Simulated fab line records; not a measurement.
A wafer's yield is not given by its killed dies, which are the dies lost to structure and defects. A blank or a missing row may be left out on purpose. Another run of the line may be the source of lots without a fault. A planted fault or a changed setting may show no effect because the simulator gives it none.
Problem report, 8D (eight disciplines) form, completed by code | flow sky130 | the parts of the form that need people (team, actions taken, sign-off) are left out

== 1. THE ISSUE ==
oes_product_au at SKY_METAL3_METAL_ETCH_18 reads a mean of 1.010 a.u. on 1 wafer of 1 lot; wafers without a fault read 0.868 a.u. with a standard deviation of 0.0072. That puts it +20 standard deviations away from the usual mean.
The step: etches the open film in Cl2/BCl3, stops on SiO2, target depth 845 nm, time 183.1 s.
Earliest sighting: wafer L264.1 on rie_metal-01 at day 43 16:25. The record holds 30 wafers of 10 lots with a number at this step. By rule, "out" or "out of limits" means more than 4 standard deviations away from the usual mean. Any other wafer with a number is counted as sound.

== 2. WHAT IT IS, WHAT IT ISN'T ==
question                    | is                | is not
which readings at this step | oes_product_au    | bcl3_flow_sccm, drypump_motor_current_A, rf_fwd_power_W, throttle_valve_pct
which lots                  | L264              | L249, L250, L251, L252, L254, L255, L256, L257, L267
which wafers of those lots  | L264.1            | L264.5, L264.6
read on which tools         | rie_metal-01      | rie_metal-03, rie_metal-04
when                        | from day 43 16:25 | up to then (26 sound wafers); but 3 sound wafers of L267 came after

== 3. WHAT RULES OUT EACH SUSPECT ==
Counting: if a tool at a process step up to the reading ran every lot that is out, it stays a suspect. Sound lots after the first of them don't rule it out here, since some wafers of a struck lot are sound.
- rie_diel-02 at SKY_VIA2_ETCH_14 (etches BARC in N2/H2, stops on SiO2, time 45.9 s, target depth 60 nm): kept. It processed L264, the lot that is out, at day 41 12:46, and its most recent sound lot before then was L257 at day 39 15:10.
- pvd_sputter-02 at SKY_METAL3_SPUTTER_02 (material AlCu, target thk 735 nm, time 39.1 s): kept. It processed L264, the lot that is out, at day 41 14:20, and its most recent sound lot before then was L256 at day 39 23:36.
- rie_metal-01 at SKY_METAL3_METAL_ETCH_18 (etches the open film in Cl2/BCl3, stops on SiO2, target depth 845 nm, time 183.1 s): kept. It processed L264, the lot that is out, at day 43 16:25, and its most recent sound lot before then was L254 at day 40 20:49. Its own readings are out on those wafers: oes_product_au.
The count leaves rie_diel-02 at SKY_VIA2_ETCH_14, pvd_sputter-02 at SKY_METAL3_SPUTTER_02, and rie_metal-01 at SKY_METAL3_METAL_ETCH_18.

== 4. THE CAUSE (what the simulator had put in) ==
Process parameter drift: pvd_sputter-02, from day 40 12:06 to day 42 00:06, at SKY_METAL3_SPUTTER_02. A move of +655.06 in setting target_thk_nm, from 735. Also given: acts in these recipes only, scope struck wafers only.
Counting leaves 3 suspects; this tool is one of them.

== 5. SEQUENCE OF EFFECTS, ordered by route ==
Rows list readings where the struck wafers' mean (over those with a number) sits beyond 3 standard deviations from the usual. Scope: only readings with a usual standard deviation given in the record; hours: median across lots of the time from each lot's start at the first step in this table that gives one to its start at this step; sigmas: change in usual standard deviations.
hours | step                     | reading              | usual      | on struck wafers | change | sigmas
0     | SKY_METAL3_METAL_ETCH_18 | oes_product_au       | 0.868 a.u. | 1.010            | +0.142 | +20
155   | SKY_PAD_OPEN_PROBE_99    | defect_limited_yield | 82.5 %     | 0.0              | -82.5  | -43
155   | SKY_PAD_OPEN_PROBE_99    | killed_at_M0_to_M3   | 43         | 437              | +394   | +55
155   | SKY_PAD_OPEN_PROBE_99    | killed_dies          | 86         | 492              | +406   | +44
155   | SKY_PAD_OPEN_PROBE_99    | killed_on_rim        | 17         | 96               | +79    | +22
155   | SKY_PAD_OPEN_PROBE_99    | sort_bin_5_function  | 10.4 %     | 92.9             | +82.5  | +55
155   | SKY_PAD_OPEN_PROBE_99    | sort_n_pass          | 406        | 0                | -406   | -44
155   | SKY_PAD_OPEN_PROBE_99    | sort_yield_pct       | 82.5 %     | 0.0              | -82.5  | -43
Here are the process steps it includes:
- SKY_METAL3_METAL_ETCH_18: etches the open film in Cl2/BCl3, stops on SiO2, target depth 845 nm, time 183.1 s.
- SKY_PAD_OPEN_PROBE_99

== 6. HOW IT WOULD HAVE BEEN CAUGHT EARLIER ==
In this record no reading fell out of limits until day 43 16:25, 76 hours after the fault had begun at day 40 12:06.
Tool readings at SKY_METAL3_SPUTTER_02 with a usual standard deviation given in the record: none out on any struck wafer, hence no alarm at a limit of 4 standard deviations on them.
Each of the lots that are out, 1 in all, had begun SKY_METAL3_SPUTTER_02 on pvd_sputter-02 no later than day 43 16:25. Tool hold at that time: it would have spared none of them.
